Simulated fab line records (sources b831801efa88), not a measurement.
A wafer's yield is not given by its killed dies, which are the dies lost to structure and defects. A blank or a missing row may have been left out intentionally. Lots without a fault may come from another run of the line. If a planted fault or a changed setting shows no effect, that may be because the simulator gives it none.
Chamber matching ; flow gf180mcu ; 4 sister chambers for GF_POLY_GATE_ETCH_13 on rie-si-01
The step etches poly-Si in HBr/Cl2, stops on SiO2, target depth 198.5 nm, time 69.6 s. 8 wafers are shown with their chamber, then 8 later ones without.

== WAFERS PAIRED WITH THEIR CHAMBERS ==
wafer;chamber;drypump-motor-current-A (A);oes-product-au (a.u.)
L872.2;2;5.4;1.007
L875.5;1;5.8;1.005
L876.4;3;5.5;0.980
L876.5;0;5.1;0.986
L883.2;0;5.2;0.986
L883.3;1;5.8;0.987
L883.5;2;5.4;0.985
L884.1;3;5.5;0.988

== WAFERS WITH NO CHAMBER GIVEN ==
wafer;drypump-motor-current-A (A);oes-product-au (a.u.)
L884.3;5.4;0.988
L884.6;5.7;0.984
L890.2;5.2;0.981
L890.5;5.4;0.973
L890.6;5.8;0.991
L892.1;5.4;0.973
L892.2;5.8;0.995
L892.6;5.5;0.983

== WHICH CHAMBER EACH WENT THROUGH ==
wafer;from the rows above;in truth
L884.3;2;2
L884.6;1;1
L890.2;0;0
L890.5;can't be placed: 2 or 3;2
L890.6;1;1
L892.1;can't be placed: 2 or 3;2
L892.2;1;1
L892.6;3;3
Correct placement for 6 of the 8. From these rows, 2 cannot be placed; in 2 the true chamber is one of the candidates. Number placed wrongly: 0.
How it was worked out, from the rows above alone: a wafer's distance from a chamber is the root of the sum, over the readings, of the square of ((its reading less the chamber's mean) divided by the reading's scatter). The wafer belongs to the nearest chamber; if the next one is less than 2 further off, it can't be placed. For every chamber, the mean is computed from those of its wafers that are shown. The scatter is the square root of a quotient: the sum, over the shown wafers, of each reading's squared deviation from its chamber's mean, divided by wafers minus chambers.
